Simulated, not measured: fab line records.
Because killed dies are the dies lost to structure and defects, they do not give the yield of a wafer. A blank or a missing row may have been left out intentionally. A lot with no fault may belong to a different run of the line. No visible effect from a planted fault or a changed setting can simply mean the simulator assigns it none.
A struck lot beside a sound one -- flow sky130 -- 17 out of 708 route steps
Sound: the wafers L518.2, L518.3, L518.5. The struck wafers were L528.2, L528.4, L528.6. The cause is given at the end.
At each step with rows: each side's tool, then ch and its chambers, then its first start. Under that, the readings that differ: sound wafers -- struck wafers -- difference of the means -- sigmas: that difference in standard deviations of wafers without a fault.
alike: words and numbers the same on both sides, and readings whose means are apart by under 2 such deviations; not compared: readings that were withheld, readings missing a value for some wafer, numbers with overlapping values and no deviation given by the record, and bounds like >300 which may hide the same value.
Wherever a step has rows on one side only, a row that says differs or no value, or a row with sigmas, the two part there. Numbers that have no deviation but don't overlap get no sigmas and don't part them. A reading that every wafer of one side lacks parts them only if that side has two wafers or more.

first, 5 steps without rows for these wafers: SKY_SD_N_COAT_02 (resist thk 1140 nm); SKY_SD_N_SOFTBAKE_03 (time 60 s); SKY_SD_N_EXPOSE_04 (exposes mask NSDM, target cd 380 nm); SKY_SD_N_PEB_05; SKY_SD_N_DEVELOP_06 (develop time 60 s).
SKY_SD_N_CD_MEAS_07: the cd target is 380 nm.
  sound on cdSem-01, day 28 08:49; struck on cdSem-01, day 31 19:19
  alike: cdNm
SKY_SD_N_OVL_MEAS_08:
  sound on overlay-02, day 28 08:55; struck on overlay-01, day 31 19:26
  alike: SD_N_OVL
then, 2 steps without rows for these wafers: SKY_SD_N_IMPLANT_09; SKY_SD_N_IMPLANT_10.
SKY_SD_N_STRIP_11: strips in O2/N2.
  sound on plasmaAsher-02 ch 0, day 28 09:15; struck on plasmaAsher-02 ch 0,1, day 31 19:46
  alike: drypumpMotorCurrentA, o2FlowSccm, oesProductAu, stripTimeToEndpointS
  not compared: rfHoursCounterH
SKY_SD_N_TW_MEAS_12:
  sound on filmMetro-02, day 28 09:22; struck on filmMetro-02, day 31 19:52
reading,sound,struck,difference,sigmas
SD_N_TW,3953 3977 3960,3910 3907 3921,-51,-2
then, 1 step without rows for these wafers: SKY_SD_N_CLEAN_13 (cleans in SC1/SC2, time 150 s).
SKY_SD_N_RTA_14: time 2 s.
  sound on rtpAnneal-02 ch 0, day 28 09:28; struck on rtpAnneal-02 ch 0, day 31 19:59
  alike: lampPowerPct, wafer_temp_C_max
SKY_SD_N_RS_MEAS_16: the measuring method here is four-point-probe.
  sound on filmMetro-01, day 28 09:39; struck on filmMetro-02, day 31 20:10
reading,sound,struck,difference,sigmas
SD_N_RS (ohm/sq),68.38 68.44 68.36,71.16 71.07 71.30,+2.78,+28
SKY_SD_N_RS_MEAS_17: the measuring method here is four-point-probe.
  sound on filmMetro-01, day 28 09:46; struck on filmMetro-02, day 31 20:17
reading,sound,struck,difference,sigmas
SD_P_RS (ohm/sq),147.0 146.8 147.0,161.8 161.9 162.7,+15.2,+46
SKY_SD_N_RS_MEAS_18: the measuring method here is four-point-probe.
  sound on filmMetro-01, day 28 09:53; struck on filmMetro-02, day 31 20:24
  alike: RES_XHIGH_RS
-- the record jumps here: 17 days lie between the struck wafers' starts before and after (it left off in module SD_N and takes up again in module PAD_OPEN, whose first step shown is number 708 of the route) --
SKY_PAD_OPEN_PROBE_99:
  sound on prober-01, day 46 02:57; struck on prober-01, day 48 15:26
reading,sound,struck,difference,sigmas
model.etest.resXhighPo.lineOhmUm,5945 5833 5911,7164 6990 7255,+1240,
model.etest.resXhighPo.rsOhmSqRimLessCentre,-35.17 -45.91 -49.38,566 542.7 597.3,+612,
model.etest.resXhighPo.rsOhmSqRange,57.91 80.59 55.49,578.5 553.2 611.8,+516.5,
model.etest.resXhighPo.rsOhmSq,2106 2065 2035,2514 2422 2520,+417,
model.etest.pfet_01v8.rOnOhmUm,3068 3087 2989,3127 3135 3215,+111,
model.etest.tipP.rsOhmSq,6982 7002 7011,7024 7115 7083,+76,
model.etest.resPdiff.lineOhmUm,1333 1390 1394,1467 1526 1550,+142,
model.etest.tipP.rsOhmSqRimLessCentre,-72.8 -137.9 -111.7,47.81 46.52 5.921,+140.88,
  alike: killed_at_M0_to_M3, killed_at_M4_up, killedAtContacts, killedAtFrontEnd, killedAtOther, killedDies, killedOpen, killedShort

== WHERE THEY PART ==
First at SKY_SD_N_TW_MEAS_12; last, within this record, at SKY_SD_N_RS_MEAS_17. Later steps at which nothing parts them and some readings are alike: SKY_SD_N_RS_MEAS_18, SKY_PAD_OPEN_PROBE_99.

WHY: what the simulator had put in
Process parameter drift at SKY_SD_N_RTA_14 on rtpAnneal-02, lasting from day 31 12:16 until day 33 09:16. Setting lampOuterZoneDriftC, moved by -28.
